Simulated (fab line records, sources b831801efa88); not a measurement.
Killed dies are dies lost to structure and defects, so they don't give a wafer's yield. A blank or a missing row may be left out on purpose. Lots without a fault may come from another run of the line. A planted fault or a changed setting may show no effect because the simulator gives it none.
A struck lot beside a sound one | flow gf180mcu | 14 steps out of a route of 602
Sound: wafers L389.1, L389.2, L389.5. Struck: wafers L392.1, L392.3, L392.4. The cause comes at the end.
At each step with rows: each side's tool, then ch and its chambers, then its first start. Under that, the readings that differ: sound wafers | struck wafers | difference of the means | sigmas: that difference in standard deviations of wafers without a fault.
alike: readings whose means differ by less than 2 such deviations, and words and numbers that are the same on both sides. not compared: withheld readings, readings that some wafer has no value for, bounds like >300 that may hide the same value, and numbers for which the record gives no deviation and whose values overlap.
The two part at a step that has a row with sigmas, a row that says differs or no value, or rows on one side only. Numbers that don't overlap but have no deviation are shown without sigmas and don't part them. A reading that every wafer of one side lacks parts them only if that side has two wafers or more.

GF_PSD_STRIP_10: strips in O2/N2.
  sound on plasma_asher-01 ch 0,1, day 15 09:57; struck on plasma_asher-01 ch 0,1, day 16 17:39
  alike: drypump_motor_current_A, heater_power_w, oes_product_au, strip_time_to_endpoint_s
  not compared: rf_hours_counter_h
GF_PSD_TW_MEAS_11:
  sound on film_metro-02, day 15 10:03; struck on film_metro-02, day 16 17:45
  alike: PSD_TW
then, 1 step without rows for these wafers: GF_PSD_CLEAN_12 (cleans in SC1/SC2, time 150 s).
GF_PSD_RTA_13: time 20 s.
  sound on rtp_anneal-01 ch 0, day 15 10:10; struck on rtp_anneal-02 ch 0, day 16 17:55
  reading            | sound          | struck         | difference | sigmas
  lamp_power_pct (%) | 34.2 34.2 34.2 | 28.9 28.8 28.9 | -5.3       | -2
  alike: wafer_temp_C_max
GF_PSD_RS_MEAS_14: measures by four-point-probe.
  sound on film_metro-01, day 15 10:15; struck on film_metro-01, day 16 17:59
  alike: NSD_RS
GF_PSD_RS_MEAS_15: measures by four-point-probe.
  sound on film_metro-01, day 15 10:22; struck on film_metro-01, day 16 18:07
  alike: PSD_RS
GF_SAB_CVD_00: deposits SiO2 from TEOS, target thk 50 nm, time 4.9302 s.
  sound on pecvd-03 ch 0,1, day 15 10:29; struck on pecvd-02 ch 0,1,2, day 16 18:14
  alike: heater_power_w
  not compared: since_wet_clean_h
GF_SAB_THK_MEAS_01:
  sound on film_metro-02, day 15 10:31; struck on film_metro-02, day 16 18:15
  alike: SAB_CVD_00_THK
then, 4 steps without rows for these wafers: GF_SAB_DEHYDRATE_02 (time 60 s); GF_SAB_HMDS_03 (prime time 60 s); GF_SAB_COAT_04 (resist thk 1000 nm); GF_SAB_SOFTBAKE_05 (time 60 s).
GF_SAB_EXPOSE_06: exposes mask SAB, target cd 420 nm.
  sound on iline_stepper-02 ch 0, day 15 21:36; struck on iline_stepper-02, day 17 05:35
  no value came back on the struck wafers for exposure_dose_mJ_cm2, focus_offset_nm (nm); on the sound wafers exposure_dose_mJ_cm2 reads 139.76 139.65 139.82
  alike: mask
then, 1 step without rows for these wafers: GF_SAB_PEB_07.

WHERE THEY PART
First at GF_PSD_RTA_13; last, within this record, at GF_SAB_EXPOSE_06.

WHY: what the simulator had put in
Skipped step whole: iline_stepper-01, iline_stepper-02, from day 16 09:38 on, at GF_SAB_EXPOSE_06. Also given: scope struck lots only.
